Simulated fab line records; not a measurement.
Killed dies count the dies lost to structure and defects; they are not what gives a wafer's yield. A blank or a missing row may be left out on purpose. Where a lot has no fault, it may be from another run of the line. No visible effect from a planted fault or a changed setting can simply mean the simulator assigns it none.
Which tool was responsible?    flow sky130    12 lots, 36 wafers sampled, at 4 steps of a route of 708

WHAT THE GAUGES SHOWED, per wafer
SKY_SD_P_CD_MEAS_07: the cd target is 380 nm. Usual: cd nm at 379.9 nm, with a standard deviation of 2.
lot   measured      on         cd nm (nm)                           flag
L445  day 25 22:20  cd sem-02  379.4 380.6 379.9                    
L446  day 26 07:02  cd sem-02  381.7 380.8 379.5                    
L448  day 26 18:53  cd sem-02  383.6 382.1 381.6                    
L453  day 28 14:56  cd sem-02  250.9 251.4 250.6 250.6 251.2 251.1  OFF
L454  day 29 07:06  cd sem-02  277.7 277.1 277.7 277.9 277.4 277.6  OFF
L457  day 30 02:56  cd sem-02  383.3 381.8 382.5                    
L458  day 30 13:35  cd sem-02  382.1 380.3 381.5                    
L459  day 31 00:38  cd sem-02  377.3 380.4 380.5                    
L462  day 31 22:38  cd sem-02  383.3 382.6 384.2                    
L463  day 32 09:00  cd sem-02  376.4 378.9 377.8                    
L464  day 32 20:17  cd sem-02  381.3 378.9 378.1                    
L467  day 33 07:29  cd sem-02  377.6 379.1 378.5                    

SKY_LI_CONTACT_THK_MEAS_01. Usual: LI_CONTACT_HDPCVD_THK gives 936 nm (standard deviation 15).
lot   measured      on             LI_CONTACT_HDPCVD_THK (nm)  flag
L445  day 28 09:16  film metro-04  949 926 948                 
L446  day 28 18:31  film metro-02  919 967 958                 
L448  day 29 04:26  film metro-04  922 955 948                 
L457  day 32 12:39  film metro-04  933 938 910                 
L458  day 32 23:24  film metro-04  917 923 916                 
L459  day 33 08:11  film metro-03  941 947 930                 
L462  day 34 07:18  film metro-03  952 951 940                 
L463  day 34 16:37  film metro-02  913 937 927                 
L464  day 35 02:45  film metro-04  942 942 941                 
L467  day 35 14:18  film metro-04  941 953 944                 

WHAT TOOL EACH LOT RAN ON (gives the tool, then ch and the chambers of the sampled wafers, and finally the start)
lot   SKY_GATE_OXIDE_STRIP_13               SKY_SD_P_DEVELOP_06
L445  plasma asher-01 ch 0, day 14 07:23    litho track-04 ch 0, day 25 22:11
L446  plasma asher-01 ch 0,1, day 14 15:08  litho track-04 ch 0, day 26 06:53
L448  plasma asher-02 ch 0,1, day 15 03:50  litho track-04 ch 0, day 26 18:44
L453  plasma asher-03 ch 0,1, day 17 01:46  litho track-04 ch 0, day 28 14:47
L454  plasma asher-02 ch 0,1, day 17 13:20  litho track-04 ch 0, day 29 06:57
L457  plasma asher-01 ch 0,1, day 18 09:09  litho track-02 ch 0, day 30 02:47
L458  plasma asher-02 ch 0,1, day 18 22:06  litho track-02 ch 0, day 30 13:26
L459  plasma asher-01 ch 0,1, day 19 12:55  litho track-02 ch 0, day 31 00:29
L462  plasma asher-03 ch 0,1, day 20 13:37  litho track-04 ch 0, day 31 22:29
L463  plasma asher-03 ch 1, day 20 21:06    litho track-04 ch 0, day 32 08:51
L464  plasma asher-01 ch 0,1, day 21 12:38  litho track-04 ch 0, day 32 20:08
L467  plasma asher-02 ch 0,1, day 22 04:20  litho track-02 ch 0, day 33 07:20
- SKY_GATE_OXIDE_STRIP_13: strips in O2/N2.
- SKY_SD_P_DEVELOP_06: develop time 60 s.

WHAT THE TOOLS THEMSELVES READ (means of the sampled wafers that have a number; where no wafer has one, the mark that the record gives instead)
SKY_GATE_OXIDE_STRIP_13. Usual: drypump motor current A 5.6 A, standard deviation 0.43; oes product au 0.716 a.u., standard deviation 0.0043; strip time to endpoint s 14.17 s, standard deviation 0.047.
lot   tool             drypump motor current A (A)  oes product au (a.u.)  strip time to endpoint s (s)  flag
L445  plasma asher-01  6.1                          0.719                  14.21                         
L446  plasma asher-01  5.8                          0.717                  14.12                         
L448  plasma asher-02  5.3                          0.716                  14.13                         
L453  plasma asher-03  5.3                          0.713                  14.22                         
L454  plasma asher-02  5.3                          0.717                  14.10                         
L457  plasma asher-01  5.8                          0.708                  14.21                         
L458  plasma asher-02  5.8                          0.715                  14.20                         
L459  plasma asher-01  6.0                          0.712                  14.18                         
L462  plasma asher-03  5.2                          0.717                  14.16                         
L463  plasma asher-03  5.2                          0.711                  14.12                         
L464  plasma asher-01  5.8                          0.715                  14.15                         
L467  plasma asher-02  5.3                          0.717                  14.18                         

SKY_SD_P_DEVELOP_06. Usual: exhaust pa at 44.8 Pa, with a standard deviation of 0.91.
lot   tool            exhaust pa (Pa)  flag
L445  litho track-04  45.9             
L446  litho track-04  44.3             
L448  litho track-04  43.3             
L453  litho track-04  45.1             
L454  litho track-04  43.1             
L457  litho track-02  44.7             
L458  litho track-02  45.4             
L459  litho track-02  44.3             
L462  litho track-04  45.4             
L463  litho track-04  44.6             
L464  litho track-04  46.3             
L467  litho track-02  44.9             

THE ANSWER, worked out from the rows above alone
Rule: take the mean of a lot's wafers that have a number; if it is more than 3 standard deviations from the usual mean, the lot is off. Also off: a lot with no number at a reading for which 4 or more lots have one. Where the step has rows for the other lots, those lots are counted as sound. After the gauges, taken in route order, come the tools' own readings; for these a lot's mean is taken, as printed above. The first step at which some lot is off is used, and at that step the reading that is off furthest; a lot without a number counts as furthest.
Off at SKY_SD_P_CD_MEAS_07 (cd nm): L453, L454.
A tool fits if, at a process step before that reading, it ran every lot that is off, and no sound lot after the first of them. The gauges at SKY_SD_P_CD_MEAS_07 are tried like those tools. Not one of the candidates tried fits.

WHAT HAD BEEN PUT IN BY THE SIMULATOR
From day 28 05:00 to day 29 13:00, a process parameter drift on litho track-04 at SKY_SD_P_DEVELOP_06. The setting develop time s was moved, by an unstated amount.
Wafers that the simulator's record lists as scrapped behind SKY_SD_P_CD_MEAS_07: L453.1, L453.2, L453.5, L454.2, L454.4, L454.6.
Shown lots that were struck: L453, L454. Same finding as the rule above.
